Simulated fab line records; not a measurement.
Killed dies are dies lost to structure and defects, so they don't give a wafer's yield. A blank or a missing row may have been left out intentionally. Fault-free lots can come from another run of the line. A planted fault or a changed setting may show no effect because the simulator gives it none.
A struck lot beside a sound one :: flow gf180mcu :: 17 out of 602 route steps
Sound: wafers L846.2, L846.3, L846.6. Struck: wafers L844.1, L844.4, L844.6. The cause comes at the end.
Per side, at each step with rows, come the tool, then ch with its chambers, and then its first start. Under that, the readings that differ: sound wafers :: struck wafers :: difference of the means :: sigmas: that difference in standard deviations of wafers without a fault.
alike: a reading whose means differ by less than 2 such deviations, as well as words and numbers matching on both sides. not compared: withheld readings; readings where some wafer has no value; bounds like >300 that might hide an equal value; numbers whose values overlap and for which the record gives no deviation.
Wherever a step has rows on one side only, a row that says differs or no value, or a row with sigmas, the two part there. Non-overlapping numbers with no deviation appear without sigmas and do not part them. A reading that every wafer of one side lacks parts them only if that side has two wafers or more.

first, 1 step without rows for these wafers: GF_HV_LDD_CVD_56 (deposits Si3N4 from DCS/NH3, target thk 90 nm, time 1543 s).
GF_HV_LDD_THK_MEAS_57:
  struck on film metro-03, day 17 12:46; sound on film metro-01, day 17 19:28
  alike: HV_LDD_CVD_56_THK
GF_HV_LDD_ETCHBACK_58: etches Si3N4 in CH3F/O2, stops on SiO2, time 100 s, target depth 90 nm.
  sound on rie diel-01 ch 0,1, day 17 19:31; struck on rie diel-03 ch 1,2, day 17 12:50
  alike: drypump motor current A, oes product au, throttle valve pct
  not compared: rf hours counter h
then, 7 steps without rows for these wafers: GF_NSD_DEHYDRATE_00 (time 60 s); GF_NSD_HMDS_01 (prime time 60 s); GF_NSD_COAT_02 (resist thk 1000 nm); GF_NSD_SOFTBAKE_03 (time 60 s); GF_NSD_EXPOSE_04 (exposes mask Nplus, target cd 400 nm); GF_NSD_PEB_05; GF_NSD_DEVELOP_06 (develop time 60 s).
GF_NSD_CD_MEAS_07: target cd 400 nm.
  struck on cd sem-02, day 18 12:32; sound on cd sem-01, day 18 18:50
  alike: cd nm
GF_NSD_OVL_MEAS_08:
  struck on overlay-02, day 18 12:39; sound on overlay-01, day 18 18:57
  alike: NSD_OVL
GF_NSD_IMPLANT_09:
  sound on implanter-04 ch 0, day 18 19:00; struck on implanter-02 ch 0, day 18 12:41
reading: beam energy keV
sound: 59.975 60.029 60.001
struck: 59.305 59.279 59.291
difference: -0.710
sigmas: -39

reading: model.implant.drp nm (nm)
sound: 16.15 16.15 16.15
struck: 16.01 16.01 16.01
difference: -0.14
sigmas: 
after that, 1 step had no rows for these wafers: GF_NSD_IMPLANT_10.
GF_NSD_STRIP_11: strips in O2/N2.
  sound on plasma asher-04 ch 0,1, day 18 19:17; struck on plasma asher-03 ch 0,1, day 18 12:59
  alike: drypump motor current A, heater power w, oes product au, strip time to endpoint s
  not compared: rf hours counter h
GF_NSD_TW_MEAS_12:
  struck on film metro-01, day 18 13:05; sound on film metro-04, day 18 19:23
  alike: NSD_TW
after that, 1 step had no rows for these wafers: GF_PASSIVATION_PROBE_99.

== WHERE THEY PART ==
Only at GF_NSD_IMPLANT_09, as far as this record shows. Later steps at which nothing parts them and some readings are alike: GF_NSD_STRIP_11, GF_NSD_TW_MEAS_12.

WHY: the cause the simulator had injected
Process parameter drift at GF_NSD_IMPLANT_09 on implanter-02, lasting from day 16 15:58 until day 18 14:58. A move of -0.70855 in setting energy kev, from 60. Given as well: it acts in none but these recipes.
